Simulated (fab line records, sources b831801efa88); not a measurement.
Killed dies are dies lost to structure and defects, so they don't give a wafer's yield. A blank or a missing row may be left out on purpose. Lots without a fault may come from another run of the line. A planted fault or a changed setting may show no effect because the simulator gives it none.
Which tool did it? | flow gf180mcu | 24 lots, 72 wafers sampled, at 6 steps of a route of 602

WHAT THE GAUGES READ, wafer by wafer
GF_V2_BOW_MEAS_05.
lot  | measured     | on            | V2_BOW (um)
L074 | day 19 02:29 | film_metro-04 | 85 94 99
L075 | day 19 07:57 | film_metro-03 | 98 103 93
L076 | day 19 18:14 | film_metro-04 | 92 103 83
L077 | day 20 00:41 | film_metro-01 | 101 114 103
L078 | day 20 14:50 | film_metro-03 | 95 105 112
L079 | day 20 22:47 | film_metro-01 | 99 94 96
L080 | day 21 10:46 | film_metro-01 | 99 104 94
L081 | day 22 02:46 | film_metro-03 | 110 99 106
L082 | day 22 03:23 | film_metro-04 | 93 94 101
L083 | day 22 18:24 | film_metro-03 | 93 100 89
L084 | day 23 01:28 | film_metro-04 | 104 96 103
L085 | day 23 10:17 | film_metro-01 | 93 93 104
L086 | day 23 19:56 | film_metro-04 | 92 94 92
L087 | day 23 22:05 | film_metro-03 | 103 109 118
L088 | day 24 07:10 | film_metro-04 | 92 99 97
L089 | day 24 14:59 | film_metro-04 | 102 82 93
L090 | day 24 23:53 | film_metro-01 | 104 93 94
L091 | day 25 05:41 | film_metro-04 | 94 98 97
L092 | day 25 08:49 | film_metro-01 | 99 107 98
L093 | day 26 00:36 | film_metro-04 | 107 110 94
L094 | day 26 05:53 | film_metro-04 | 89 91 91
L095 | day 26 19:13 | film_metro-04 | 99 92 103
L096 | day 27 04:58 | film_metro-01 | 106 98 108
L097 | day 27 06:31 | film_metro-03 | 106 106 109

GF_V2_THK_MEAS_25: measures by xrf.
lot  | measured     | on            | V2_W_THK (nm)
L074 | day 20 03:53 | film_metro-01 | 353 363 364
L075 | day 20 09:34 | film_metro-04 | 349 345 349
L076 | day 20 19:32 | film_metro-01 | 363 356 360
L077 | day 21 02:02 | film_metro-03 | 358 361 360
L078 | day 21 15:45 | film_metro-03 | 357 357 355
L079 | day 21 23:20 | film_metro-04 | 355 356 356
L080 | day 22 11:28 | film_metro-01 | 361 359 365
L081 | day 23 02:55 | film_metro-04 | 352 352 354
L082 | day 23 03:53 | film_metro-03 | 353 359 360
L083 | day 23 18:34 | film_metro-01 | 350 349 351
L084 | day 24 01:21 | film_metro-03 | 371 368 363
L085 | day 24 09:50 | film_metro-03 | 364 365 356
L086 | day 24 19:34 | film_metro-04 | 359 356 358
L087 | day 24 20:39 | film_metro-04 | 351 349 352
L088 | day 25 06:19 | film_metro-04 | 360 351 357
L089 | day 25 13:30 | film_metro-01 | 368 364 374
L090 | day 25 21:52 | film_metro-01 | 365 366 367
L091 | day 26 04:37 | film_metro-01 | 360 356 358
L092 | day 26 06:57 | film_metro-01 | 357 363 354
L093 | day 26 22:42 | film_metro-03 | 360 370 365
L094 | day 27 03:15 | film_metro-04 | 349 354 354
L095 | day 27 16:23 | film_metro-03 | 355 359 358
L096 | day 28 01:47 | film_metro-04 | 359 358 361
L097 | day 28 03:11 | film_metro-01 | 356 361 363

GF_V4_THK_MEAS_03.
lot  | measured     | on            | V4_CVD_02_THK (nm)
L074 | day 23 06:27 | film_metro-03 | 845 858 868
L075 | day 23 11:59 | film_metro-03 | 823 837 862
L076 | day 23 22:23 | film_metro-01 | 835 847 861
L077 | day 24 04:15 | film_metro-03 | 859 880 853
L078 | day 24 15:56 | film_metro-03 | 856 832 877
L079 | day 25 00:23 | film_metro-04 | 855 826 873
L080 | day 25 11:13 | film_metro-03 | 864 839 870
L081 | day 26 01:25 | film_metro-03 | 839 865 863
L082 | day 26 01:37 | film_metro-03 | 850 858 868
L083 | day 26 16:45 | film_metro-04 | 845 856 837
L084 | day 26 22:59 | film_metro-04 | 853 878 848
L085 | day 27 06:56 | film_metro-04 | 855 865 840
L086 | day 27 13:44 | film_metro-03 | 833 863 852
L087 | day 27 15:06 | film_metro-04 | 847 842 849
L088 | day 28 00:31 | film_metro-04 | 851 855 853
L089 | day 28 07:39 | film_metro-01 | 822 842 842
L090 | day 28 13:51 | film_metro-01 | 836 850 868
L091 | day 28 20:17 | film_metro-03 | 857 866 850
L092 | day 28 21:59 | film_metro-04 | 823 847 850
L093 | day 29 13:52 | film_metro-04 | 846 870 868
L094 | day 29 17:54 | film_metro-03 | 848 838 866
L095 | day 30 05:04 | film_metro-04 | 855 844 868
L096 | day 30 14:28 | film_metro-04 | 830 837 833
L097 | day 30 16:22 | film_metro-04 | 855 851 883

GF_M5_CD_MEAS_07: target cd 280 nm.
lot  | measured     | on        | cd_nm (nm)
L074 | day 26 03:42 | cd_sem-01 | 280.6 281.7 281.8
L075 | day 26 07:25 | cd_sem-01 | 280.9 280.7 279.9
L076 | day 26 16:08 | cd_sem-02 | 280.3 280.6 279.3
L077 | day 26 22:29 | cd_sem-01 | 280.9 279.7 279.6
L078 | day 27 08:23 | cd_sem-02 | 281.3 280.9 280.6
L079 | day 27 15:36 | cd_sem-02 | 279.1 279.5 279.2
L080 | day 28 03:06 | cd_sem-01 | 279.8 280.5 280.6
L081 | day 28 15:44 | cd_sem-02 | 279.9 279.1 278.8
L082 | day 28 17:09 | cd_sem-01 | 279.5 279.3 279.1
L083 | day 29 04:59 | cd_sem-02 | 278.8 279.0 279.3
L084 | day 29 12:09 | cd_sem-02 | 279.4 279.0 278.0
L085 | day 29 20:32 | cd_sem-01 | 279.5 279.4 279.2
L086 | day 30 01:01 | cd_sem-01 | 279.0 278.3 279.5
L087 | day 30 02:47 | cd_sem-01 | 280.9 281.3 283.1
L088 | day 30 12:06 | cd_sem-01 | 278.7 278.7 279.4
L089 | day 30 17:21 | cd_sem-02 | 278.8 278.6 277.6
L090 | day 30 22:56 | cd_sem-01 | 281.2 281.2 280.9
L091 | day 31 05:35 | cd_sem-02 | 279.1 278.8 278.0
L092 | day 31 08:38 | cd_sem-02 | 280.6 280.7 279.2
L093 | day 31 22:01 | cd_sem-02 | 280.0 279.6 279.8
L094 | day 32 01:04 | cd_sem-02 | 280.3 279.5 279.3
L095 | day 32 12:27 | cd_sem-01 | 279.5 278.3 278.8
L096 | day 32 20:15 | cd_sem-01 | 279.5 279.5 280.0
L097 | day 32 21:59 | cd_sem-01 | 279.5 280.5 280.2

WHICH TOOL RAN EACH LOT (tool, then ch and the chambers of the sampled wafers, then the start)
lot  | GF_NWELL_STRIP_10                   | GF_M2_SPUTTER_00
L074 | plasma_asher-03 ch 0,1, day 3 08:14 | pvd_sputter-02, day 18 01:35
L075 | plasma_asher-01 ch 0,1, day 3 14:16 | pvd_sputter-03, day 18 07:04
L076 | plasma_asher-01 ch 0,1, day 3 18:35 | pvd_sputter-01, day 18 15:44
L077 | plasma_asher-04 ch 0,1, day 3 22:52 | pvd_sputter-02, day 18 22:21
L078 | plasma_asher-04 ch 0,1, day 4 06:26 | pvd_sputter-01, day 19 12:50
L079 | plasma_asher-03 ch 0,1, day 4 10:53 | pvd_sputter-02, day 19 20:19
L080 | plasma_asher-03 ch 0,1, day 4 15:55 | pvd_sputter-02, day 20 08:24
L081 | plasma_asher-01 ch 0,1, day 5 02:31 | pvd_sputter-03, day 21 01:06
L082 | plasma_asher-04 ch 0,1, day 5 02:59 | pvd_sputter-01, day 21 01:56
L083 | plasma_asher-04 ch 0,1, day 5 12:11 | pvd_sputter-03, day 21 17:37
L084 | plasma_asher-04 ch 0,1, day 5 18:23 | pvd_sputter-01, day 22 00:41
L085 | plasma_asher-03 ch 0,1, day 6 00:53 | pvd_sputter-02, day 22 09:42
L086 | plasma_asher-03 ch 0,1, day 6 05:31 | pvd_sputter-03, day 22 19:17
L087 | plasma_asher-03 ch 0,1, day 6 10:41 | pvd_sputter-03, day 22 21:32
L088 | plasma_asher-04 ch 0,1, day 6 13:58 | pvd_sputter-02, day 23 06:37
L089 | plasma_asher-01 ch 0,1, day 6 19:46 | pvd_sputter-03, day 23 15:35
L090 | plasma_asher-03 ch 0,1, day 7 01:19 | pvd_sputter-01, day 24 00:04
L091 | plasma_asher-03 ch 0,1, day 7 05:01 | pvd_sputter-03, day 24 06:17
L092 | plasma_asher-04 ch 0,1, day 7 09:32 | pvd_sputter-02, day 24 09:27
L093 | plasma_asher-01 ch 0,1, day 7 15:31 | pvd_sputter-03, day 25 01:55
L094 | plasma_asher-03 ch 0,1, day 7 20:56 | pvd_sputter-02, day 25 07:30
L095 | plasma_asher-01 ch 0,1, day 8 05:04 | pvd_sputter-03, day 25 21:17
L096 | plasma_asher-01 ch 0,1, day 8 10:23 | pvd_sputter-01, day 26 06:59
L097 | plasma_asher-04 ch 0,1, day 8 14:38 | pvd_sputter-03, day 26 08:40
- GF_NWELL_STRIP_10: strips in O2/N2.
- GF_M2_SPUTTER_00: material Ti, target thk 37.5 nm, time 150 s.

WHAT THE TOOLS THEMSELVES READ (means of the sampled wafers that have a number; where no wafer has one, the mark that the record gives instead)
GF_NWELL_STRIP_10.
lot  | tool            | drypump_motor_current_A (A) | heater_power_w (W) | oes_product_au (a.u.) | strip_time_to_endpoint_s (s)
L074 | plasma_asher-03 | 5.3                         | 343                | 0.721                 | 36.90
L075 | plasma_asher-01 | 5.8                         | 388                | 0.725                 | 36.81
L076 | plasma_asher-01 | 5.9                         | 457                | 0.723                 | 36.99
L077 | plasma_asher-04 | 5.9                         | 292                | 0.727                 | 37.03
L078 | plasma_asher-04 | 5.8                         | 305                | 0.721                 | 36.98
L079 | plasma_asher-03 | 5.3                         | 343                | 0.722                 | 36.85
L080 | plasma_asher-03 | 5.3                         | 337                | 0.726                 | 37.07
L081 | plasma_asher-01 | 5.8                         | 390                | 0.728                 | 36.98
L082 | plasma_asher-04 | 5.7                         | 304                | 0.720                 | 36.87
L083 | plasma_asher-04 | 5.7                         | 300                | 0.721                 | 37.06
L084 | plasma_asher-04 | 5.9                         | 297                | 0.718                 | 36.98
L085 | plasma_asher-03 | 5.3                         | 343                | 0.723                 | 36.89
L086 | plasma_asher-03 | 5.3                         | 338                | 0.727                 | 36.90
L087 | plasma_asher-03 | 5.3                         | 351                | 0.723                 | 36.93
L088 | plasma_asher-04 | 5.9                         | 299                | 0.724                 | 36.91
L089 | plasma_asher-01 | 5.8                         | 392                | 0.729                 | 36.94
L090 | plasma_asher-03 | 5.3                         | 339                | 0.724                 | 36.90
L091 | plasma_asher-03 | 5.3                         | 340                | 0.726                 | 37.05
L092 | plasma_asher-04 | 5.8                         | 298                | 0.719                 | 36.92
L093 | plasma_asher-01 | 5.8                         | 442                | 0.720                 | 36.95
L094 | plasma_asher-03 | 5.3                         | 349                | 0.723                 | 37.05
L095 | plasma_asher-01 | 5.8                         | 388                | 0.721                 | 37.05
L096 | plasma_asher-01 | 5.8                         | 394                | 0.725                 | 36.86
L097 | plasma_asher-04 | 5.7                         | 303                | 0.721                 | 37.01

GF_M2_SPUTTER_00.
lot  | tool           | cathode_dc_power_W (W) | throttle_valve_pct (%)
L074 | pvd_sputter-02 | 3999.6                 | 30.6
L075 | pvd_sputter-03 | 3999.8                 | 30.8
L076 | pvd_sputter-01 | 3999.4                 | 29.8
L077 | pvd_sputter-02 | 4000.2                 | 30.7
L078 | pvd_sputter-01 | 4000.4                 | 30.5
L079 | pvd_sputter-02 | 3999.8                 | 30.5
L080 | pvd_sputter-02 | 3999.7                 | 30.7
L081 | pvd_sputter-03 | 4000.5                 | 30.8
L082 | pvd_sputter-01 | 3999.7                 | 29.8
L083 | pvd_sputter-03 | 4000.6                 | 28.7
L084 | pvd_sputter-01 | 4000.4                 | 29.2
L085 | pvd_sputter-02 | 3999.9                 | 30.4
L086 | pvd_sputter-03 | 4000.4                 | 29.7
L087 | pvd_sputter-03 | 4000.3                 | 29.9
L088 | pvd_sputter-02 | 4000.2                 | 29.9
L089 | pvd_sputter-03 | 4000.1                 | 29.7
L090 | pvd_sputter-01 | 4000.6                 | 29.9
L091 | pvd_sputter-03 | 3999.1                 | 30.9
L092 | pvd_sputter-02 | 4000.8                 | 30.5
L093 | pvd_sputter-03 | 4000.2                 | 29.9
L094 | pvd_sputter-02 | 3999.7                 | 30.4
L095 | pvd_sputter-03 | 4000.9                 | 30.9
L096 | pvd_sputter-01 | 4000.2                 | 30.9
L097 | pvd_sputter-03 | 4000.5                 | 29.9

THE ANSWER, worked out from the rows above alone
Rule: what is usual is taken from the lots themselves. Put in order of their means at a reading, lots are off if they are a third of the lots or fewer, leave a main group of 4 or more, and stand apart from it by a gap of 3 or more times the standard deviation of the main group's means; of several such gaps the widest counts. A main group whose means are all the same, to the digits that the tables above print for the reading, isn't used. A lot without any number at a reading at which 4 lots or more have one is off too. The other lots that the step has rows for count as sound. The gauges are gone through in route order, then the tools' own readings, and for those a lot's mean is taken as printed above. The first step at which some lot is off is used, and at that step the reading that is off furthest; a lot without a number counts as furthest.
No lot is off at any reading shown: from this, nothing can be told.

WHAT THE SIMULATOR HAD PUT IN
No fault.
